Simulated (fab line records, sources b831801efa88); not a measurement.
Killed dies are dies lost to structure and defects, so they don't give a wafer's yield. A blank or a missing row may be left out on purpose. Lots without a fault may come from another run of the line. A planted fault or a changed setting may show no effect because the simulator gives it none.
One fault seen from 2 desks | flow sky130 | each desk has only its own numbers; what lay behind them comes last

THE METROLOGY DESK
What the gauges read, lot by lot, whatever tool the lot ran on: means of the sampled wafers that have a number. A lot is out of limits, marked OUT, if its mean lies more than 4 standard deviations from the usual mean; the brackets give that distance. Of its 9 readings 7 are shown: those that lie furthest out on some lot.
Columns: A = VIA1_W_RS at SKY_VIA1_RS_MEAS_22, usual 0.430 ohm/sq; B = VIA1_W_THK at SKY_VIA1_THK_MEAS_23, usual 273 nm; C = METAL2_ALCU_RS at SKY_METAL2_RS_MEAS_05, usual 0.1272 ohm/sq; D = METAL2_ALCU_THK at SKY_METAL2_THK_MEAS_06, usual 241.8 nm; E = cd_nm at SKY_METAL2_CD_MEAS_15, usual 139.7 nm; F = VIA2_HDPCVD_THK at SKY_VIA2_THK_MEAS_01, usual 1180 nm; G = VIA2_BOW at SKY_VIA2_BOW_MEAS_03, usual 86 um
lot  | first seen here | A     | B   | C      | D     | E     | F    | G
L614 | day 35 23:02    | 0.435 | 272 | 0.1267 | 243.1 | 140.4 | 1194 | 88
L613 | day 35 23:59    | 0.432 | 271 | 0.1258 | 244.2 | 139.3 | 1161 | 83
L621 | day 38 13:35    | 0.429 | 270 | 0.1254 | 245.7 | 141.9 | 1184 | 90
L628 | day 40 16:35    | 0.429 | 273 | 0.1277 | 242.5 | 139.3 | 1169 | 81
L630 | day 40 22:41    | 0.427 | 274 | 0.1283 | 237.9 | 139.8 | 1168 | 75
This desk's finding: nothing out of limits on any of the 5 lots.

THE TOOL OWNER'S DESK: pvd_sputter-03
The tool's own readings at SKY_METAL2_SPUTTER_00 (material Ti, target thk 15 nm, time 10 s): means of the sampled wafers that have a number, for each lot that ran on this tool. A lot is out of limits, marked OUT, if its mean lies more than 4 standard deviations from the usual mean; the brackets give that distance.
Columns: A = throttle_valve_pct at SKY_METAL2_SPUTTER_00, usual 29.4 %
lot  | first seen here | A
L614 | day 36 00:23    | 29.2
L621 | day 38 14:56    | 28.9
This desk's finding: nothing out of limits on any of the 2 lots.

PUT TOGETHER
The metrology desk saw nothing out of limits.
The tool owner's desk saw nothing out of limits.

WHAT THE SIMULATOR HAD PUT IN
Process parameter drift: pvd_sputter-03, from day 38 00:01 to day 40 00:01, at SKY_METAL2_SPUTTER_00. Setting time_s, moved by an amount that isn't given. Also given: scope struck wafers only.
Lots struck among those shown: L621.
